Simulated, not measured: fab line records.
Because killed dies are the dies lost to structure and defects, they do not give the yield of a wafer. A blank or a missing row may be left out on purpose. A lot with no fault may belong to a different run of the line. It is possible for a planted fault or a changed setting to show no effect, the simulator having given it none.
A lot that was struck, set against a sound lot || flow sfq_line || 20 out of 325 route steps
Sound: the wafers L982.1, L982.3, L982.4. Wafers struck: L995.3, L995.4, L995.5. The cause is given at the end.
For every step that has rows: the tool of each side, followed by ch and its chambers, followed by its first start. Under that, the readings that differ: sound wafers || struck wafers || difference of the means || sigmas: that difference in standard deviations of wafers without a fault.
alike: readings whose means differ by less than 2 such deviations, and words and numbers that are the same on both sides. not compared: withheld readings, readings that some wafer has no value for, bounds like >300 that may hide the same value, and numbers for which the record gives no deviation and whose values overlap.
Wherever a step has rows on one side only, a row that says differs or no value, or a row with sigmas, the two part there. When numbers do not overlap yet have no deviation, they are printed without sigmas and do not part them. A reading missing from all wafers of one side parts the sides only when that side holds two or more wafers.

first, 3 steps without rows for these wafers: SFQ_TRILAYER_C5_LITHO_EXPOSE_152 (exposes mask C5, target cd 500 nm); SFQ_TRILAYER_C5_LITHO_PEB_154 (peb time 60 s); SFQ_TRILAYER_C5_LITHO_DEVELOP_153 (time 60 s).
SFQ_C5_OVL_MEAS_937:
  sound: overlay-01 at day 67 12:13; struck: overlay-01 at day 72 03:32
  alike: C5_OVL
SFQ_TRILAYER_C5_BARC_OPEN_VIA_ETCH_210: etches BARC in O2, target depth 125 nm, time 41.7 s.
  sound on rie_diel-01 ch 1,2,3, day 67 12:14; struck on rie_diel-04 ch 1,2,3, day 72 03:33
  alike: drypump_motor_current_A, oes_product_au, rf_fwd_power_W
  not compared: rf_hours_counter_h
SFQ_TRILAYER_C5_ETCH_VIA_ETCH_154: etches SiO2 in CHF3, stops on Nb, target depth 84 nm.
  sound on rie_diel-01 ch 1,2,3, day 67 12:17; struck on rie_diel-04 ch 1,2,3, day 72 03:35
{"reading": "oes_product_au (a.u.)", "sound": "0.901 0.905 0.908", "struck": "0.883 0.892 0.885", "difference": -0.018, "sigmas": -2}
  alike: drypump_motor_current_A, rf_fwd_power_W
SFQ_TRILAYER_C5_STRIP_STRIP_155: strips in O2.
  sound on rie_metal-03 ch 0,1, day 67 12:20; struck on rie_metal-02 ch 0,1, day 72 03:50
  alike: drypump_motor_current_A, oes_product_au
  not compared: rf_hours_counter_h
then, 2 steps without rows for these wafers: SFQ_TRILAYER_C5_STRIP_SOLV_CLEAN_156 (cleans in NMP, time 600 s); SFQ_TRILAYER_M6_DEP_PRE_CLEAN_158 (time 22.5 s).
SFQ_TRILAYER_M6_DEP_SPUTTER_157: material Nb, target thk 200 nm, time 133.3 s.
  sound: pvd_sputter-05 at day 67 13:08; struck: pvd_sputter-06 at day 72 04:26
  alike: throttle_valve_pct
SFQ_M6_RS_MEAS_938: the measuring method here is four-point-probe.
  sound: film_metro-03 at day 67 13:13; struck: film_metro-01 at day 72 04:35
  alike: M6_NB_RS
SFQ_TRILAYER_M6_LITHO_COAT_164: resist thk 62 nm.
  sound on litho_track-04 ch 0, day 67 13:24; struck on litho_track-01 ch 0, day 72 04:49
{"reading": "spin_speed_rpm (rpm)", "sound": "2998.4 2999.1 2995.9", "struck": "3094.4 3095.1 3092.7", "difference": "+96.3", "sigmas": "+57"}
{"reading": "model.BARC_of_TRILAYER_M6_LITHO_COAT_164.thk_nm (nm)", "sound": "62.18 62.19 62.05", "struck": "61.17 61.13 61.04", "difference": -1.03, "sigmas": ""}
then, 5 steps without rows for these wafers: SFQ_TRILAYER_M6_LITHO_COAT_159 (resist thk 600 nm); SFQ_TRILAYER_M6_LITHO_SOFTBAKE_163; SFQ_TRILAYER_M6_LITHO_EXPOSE_160 (exposes mask M6, target cd 500 nm); SFQ_TRILAYER_M6_LITHO_PEB_162 (peb time 60 s); SFQ_TRILAYER_M6_LITHO_DEVELOP_161 (time 60 s).
-- the record jumps here: 4 days lie between the struck wafers' starts before and after --
SFQ_M6_OVL_MEAS_940:
  sound: overlay-02 at day 72 05:55; struck: overlay-02 at day 76 16:32
  alike: M6_OVL
SFQ_TRILAYER_M6_BARC_OPEN_METAL_ETCH_206: etches BARC in O2, target depth 125 nm, time 41.7 s.
  sound on rie_metal-02 ch 0,1, day 72 05:57; struck on rie_metal-01 ch 0,1, day 76 16:34
{"reading": "model.etch.depth_nm (nm)", "sound": "62.18 62.19 62.05", "struck": "61.17 61.13 61.04", "difference": -1.03, "sigmas": ""}
  alike: drypump_motor_current_A, oes_product_au, rf_fwd_power_W
  not compared: rf_hours_counter_h
SFQ_TRILAYER_M6_ETCH_METAL_ETCH_162: etches Nb in Cl2/Ar, stops on SiO2, target depth 240 nm, time 120 s.
  sound on rie_metal-02 ch 0,1, day 72 06:01; struck on rie_metal-01 ch 0,1, day 76 16:39
  alike: drypump_motor_current_A, oes_product_au, rf_fwd_power_W
  not compared: rf_hours_counter_h

WHERE THEY PART
At SFQ_TRILAYER_C5_ETCH_VIA_ETCH_154 first; at SFQ_TRILAYER_M6_LITHO_COAT_164 last (within this record only). Later steps at which nothing parts them and some readings are alike: SFQ_M6_OVL_MEAS_940, SFQ_TRILAYER_M6_BARC_OPEN_METAL_ETCH_206, SFQ_TRILAYER_M6_ETCH_METAL_ETCH_162.

WHY: what the simulator had put in
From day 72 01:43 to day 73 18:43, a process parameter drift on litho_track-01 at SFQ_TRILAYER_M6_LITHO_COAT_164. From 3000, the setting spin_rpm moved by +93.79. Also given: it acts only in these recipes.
